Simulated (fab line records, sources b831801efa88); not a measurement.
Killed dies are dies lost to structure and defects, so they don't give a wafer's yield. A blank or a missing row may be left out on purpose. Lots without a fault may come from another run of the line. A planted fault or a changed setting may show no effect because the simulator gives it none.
A struck lot beside a sound one | flow sfq_line | 21 steps out of a route of 325
Sound: wafers L754.1, L754.2, L754.4. Struck: wafers L750.2, L750.3, L750.6. The cause comes at the end.
At each step with rows: each side's tool, then ch and its chambers, then its first start. Under that, the readings that differ: sound wafers | struck wafers | difference of the means | sigmas: that difference in standard deviations of wafers without a fault.
alike: readings whose means differ by less than 2 such deviations, and words and numbers that are the same on both sides. not compared: withheld readings, readings that some wafer has no value for, bounds like >300 that may hide the same value, and numbers for which the record gives no deviation and whose values overlap.
The two part at a step that has a row with sigmas, a row that says differs or no value, or rows on one side only. Numbers that don't overlap but have no deviation are shown without sigmas and don't part them. A reading that every wafer of one side lacks parts them only if that side has two wafers or more.

first, 7 steps without rows for these wafers: SFQ_TRILAYER_L0_LITHO_COAT_010 (resist thk 62 nm); SFQ_TRILAYER_L0_LITHO_COAT_005 (resist thk 600 nm); SFQ_TRILAYER_L0_LITHO_SOFTBAKE_009; SFQ_TRILAYER_L0_LITHO_EXPOSE_006 (exposes mask L0, target cd 2000 nm); SFQ_TRILAYER_L0_LITHO_PEB_008 (peb time 60 s); SFQ_TRILAYER_L0_LITHO_DEVELOP_007 (time 60 s); SFQ_TRILAYER_L0_BARC_OPEN_METAL_ETCH_010 (etches BARC in O2, target depth 125 nm, time 41.7 s).
SFQ_TRILAYER_L0_ETCH_METAL_ETCH_008: etches MoNx KI in SF6/O2, stops on SiO2, target depth 50 nm, time 25 s.
  sound on rie_metal-01 ch 0,1, day 7 18:25; struck on rie_metal-03 ch 0,1, day 6 17:40
  alike: chamber_pressure_mTorr, drypump_motor_current_A, oes_product_au
  not compared: rf_hours_counter_h
SFQ_TRILAYER_L0_STRIP_STRIP_009: strips in O2.
  sound on rie_metal-01 ch 0,1, day 7 18:27; struck on rie_metal-03 ch 0,1, day 6 17:42
  alike: chamber_pressure_mTorr, drypump_motor_current_A, oes_product_au
  not compared: rf_hours_counter_h
then, 1 step without rows for these wafers: SFQ_TRILAYER_L0_STRIP_SOLV_CLEAN_010 (cleans in NMP, time 600 s).
SFQ_TRILAYER_L0_CAP_PECVD_011: deposits SiO2 from SiH4/N2O, time 13.333 s, target thk 60 nm.
  sound on pecvd-03 ch 0,2, day 7 19:14; struck on pecvd-04 ch 1,2, day 6 18:29
  alike: heater_power_outer_w, heater_power_w, showerhead_vpp_V, susceptor_temp_C, throttle_valve_pct
then, 1 step without rows for these wafers: SFQ_TRILAYER_L0_VIA_LITHO_COAT_018 (resist thk 62 nm).
SFQ_TRILAYER_L0_VIA_LITHO_COAT_013: resist thk 650 nm.
  sound on litho_track-04 ch 0, day 7 19:43; struck on litho_track-01 ch 0, day 6 18:56
  reading                                                 | sound           | struck            | difference | sigmas
  model.KrF_of_TRILAYER_L0_VIA_LITHO_COAT_013.thk_nm (nm) | 654.5 653 650.7 | 658.1 659.8 659.6 | +6.4       |
then, 4 steps without rows for these wafers: SFQ_TRILAYER_L0_VIA_LITHO_SOFTBAKE_017; SFQ_TRILAYER_L0_VIA_LITHO_EXPOSE_014 (exposes mask L0V, target cd 700 nm); SFQ_TRILAYER_L0_VIA_LITHO_PEB_016 (peb time 60 s); SFQ_TRILAYER_L0_VIA_LITHO_DEVELOP_015 (time 60 s).
SFQ_L0V_OVL_MEAS_903:
  sound on overlay-01, day 9 15:49; struck on overlay-02, day 8 07:47
  alike: L0V_OVL
SFQ_TRILAYER_L0_VIA_BARC_OPEN_VIA_ETCH_021: etches BARC in O2, target depth 125 nm, time 41.7 s.
  sound on rie_diel-04 ch 0,2,3, day 9 15:50; struck on rie_diel-04 ch 0,2,3, day 8 07:49
  alike: chamber_pressure_mTorr, drypump_motor_current_A, oes_product_au
  not compared: rf_hours_counter_h
SFQ_TRILAYER_L0_VIA_ETCH_VIA_ETCH_016: etches SiO2 in CHF3, stops on MoNx KI, target depth 80 nm.
  sound on rie_diel-04 ch 0,2,3, day 9 15:53; struck on rie_diel-04 ch 0,2,3, day 8 07:51
  reading                                                 | sound             | struck            | difference | sigmas
  oes_product_au (a.u.)                                   | 0.828 0.839 0.844 | 0.861 0.868 0.865 | +0.028     | +3
  model.KrF_of_TRILAYER_L0_VIA_LITHO_COAT_013.thk_nm (nm) | 564.5 563.7 561.2 | 568 570.1 570.2   | +6         |
  alike: chamber_pressure_mTorr, drypump_motor_current_A
SFQ_TRILAYER_L0_VIA_STRIP_STRIP_017: strips in O2.
  sound on rie_metal-02 ch 0,1, day 9 15:56; struck on rie_metal-02 ch 0, day 8 07:54
  alike: chamber_pressure_mTorr, drypump_motor_current_A, oes_product_au
  not compared: rf_hours_counter_h

WHERE THEY PART
Only at SFQ_TRILAYER_L0_VIA_ETCH_VIA_ETCH_016, within this record. Later steps at which nothing parts them and some readings are alike: SFQ_TRILAYER_L0_VIA_STRIP_STRIP_017.

WHY: what the simulator had put in
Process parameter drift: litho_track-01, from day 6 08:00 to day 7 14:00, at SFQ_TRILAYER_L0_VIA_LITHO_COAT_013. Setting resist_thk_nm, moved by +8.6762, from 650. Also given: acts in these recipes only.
